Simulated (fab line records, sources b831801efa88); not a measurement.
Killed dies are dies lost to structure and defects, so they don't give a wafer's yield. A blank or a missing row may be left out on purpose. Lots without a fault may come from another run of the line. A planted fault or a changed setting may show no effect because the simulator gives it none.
Which tool did it? | flow gf180mcu | 6 lots, 18 wafers sampled, at 2 steps of a route of 602

WHAT THE GAUGES READ, wafer by wafer
GF_HV_LDD_TW_MEAS_38.
lot  | measured     | on            | HV_LDD_3_TW
L464 | day 11 21:23 | film_metro-03 | 1445 1433 1438
L466 | day 12 12:42 | film_metro-03 | 1442 1451 1448
L468 | day 13 04:29 | film_metro-01 | 1443 1435 1434
L471 | day 14 05:32 | film_metro-01 | 1407 1405 1401
L479 | day 16 19:29 | film_metro-03 | 1448 1453 1446
L484 | day 18 08:35 | film_metro-01 | 1437 1423 1433

WHICH TOOL RAN EACH LOT (tool, then ch and the chambers of the sampled wafers, then the start)
lot  | GF_HV_LDD_IMPLANT_36
L464 | implanter-02 ch 0, day 11 21:08
L466 | implanter-02 ch 0, day 12 12:29
L468 | implanter-02 ch 0, day 13 04:14
L471 | implanter-02 ch 0, day 14 05:18
L479 | implanter-02 ch 0, day 16 19:14
L484 | implanter-01 ch 0, day 18 08:20
- GF_HV_LDD_IMPLANT_36

THE ANSWER, worked out from the rows above alone
Rule: what is usual is taken from the lots themselves. Put in order of their means at a reading, lots are off if they are a third of the lots or fewer, leave a main group of 4 or more, and stand apart from it by a gap of 3 or more times the standard deviation of the main group's means; of several such gaps the widest counts. A main group whose means are all the same, to the digits that the tables above print for the reading, isn't used. A lot without any number at a reading at which 4 lots or more have one is off too. The other lots that the step has rows for count as sound.
Off: L471, at GF_HV_LDD_TW_MEAS_38 (HV_LDD_3_TW). The main group: mean 1441, standard deviation 6.6.
A tool fits if, at a process step before that reading, it ran every lot that is off, and no sound lot after the first of them. The gauges at GF_HV_LDD_TW_MEAS_38 are tried like those tools. None of those tried fits.

WHAT THE SIMULATOR HAD PUT IN
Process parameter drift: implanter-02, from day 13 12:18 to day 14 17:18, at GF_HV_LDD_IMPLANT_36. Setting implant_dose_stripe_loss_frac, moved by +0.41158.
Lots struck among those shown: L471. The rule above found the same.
